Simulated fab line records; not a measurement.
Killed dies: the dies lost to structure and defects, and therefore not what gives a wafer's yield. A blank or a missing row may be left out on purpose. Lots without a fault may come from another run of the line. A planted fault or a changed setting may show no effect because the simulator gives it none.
Which of the tools did it? || flow sfq-line || 7 lots (21 wafers sampled), 1 step of a 325-step route

== WHAT EACH GAUGE READ, for each wafer ==
SFQ_M2_OVL_MEAS_916.
{"lot": "L306", "measured": "day 30 21:43", "on": "overlay-01", "M2_OVL (nm)": "-6 -7 2"}
{"lot": "L308", "measured": "day 31 21:50", "on": "overlay-02", "M2_OVL (nm)": "-7 -7 -9"}
{"lot": "L311", "measured": "day 33 02:45", "on": "overlay-02", "M2_OVL (nm)": "-1 -2 -7"}
{"lot": "L316", "measured": "day 34 21:53", "on": "overlay-02", "M2_OVL (nm)": "-1 -3 -6"}
{"lot": "L323", "measured": "day 38 05:52", "on": "overlay-01", "M2_OVL (nm)": "-3 -6 0"}
{"lot": "L325", "measured": "day 39 19:50", "on": "overlay-02", "M2_OVL (nm)": "-8 -8 -4"}
{"lot": "L327", "measured": "day 39 22:15", "on": "overlay-01", "M2_OVL (nm)": "1 3 0"}

== WHICH TOOL RAN EACH LOT (tool, then ch and the chambers of the sampled wafers, then the start) ==
No process step before these readings appears in the record.

== THE ANSWER, worked out from the rows above alone ==
Rule: what is usual is taken from the lots themselves. The widest of any qualifying gaps counts: lots, ordered by their means at a reading, are off when they make up no more than a third of the lots, leave a main group of 4 or more, and stand apart from it by 3 or more times the standard deviation of that group's means. A main group whose means are all the same, to the digits that the tables above print for the reading, isn't used. A lot without any number at a reading at which 4 lots or more have one is off too. The other lots that the step has rows for count as sound.
Nothing can be told from this: no lot is off at any reading shown.

== WHAT THE SIMULATOR HAD INSERTED ==
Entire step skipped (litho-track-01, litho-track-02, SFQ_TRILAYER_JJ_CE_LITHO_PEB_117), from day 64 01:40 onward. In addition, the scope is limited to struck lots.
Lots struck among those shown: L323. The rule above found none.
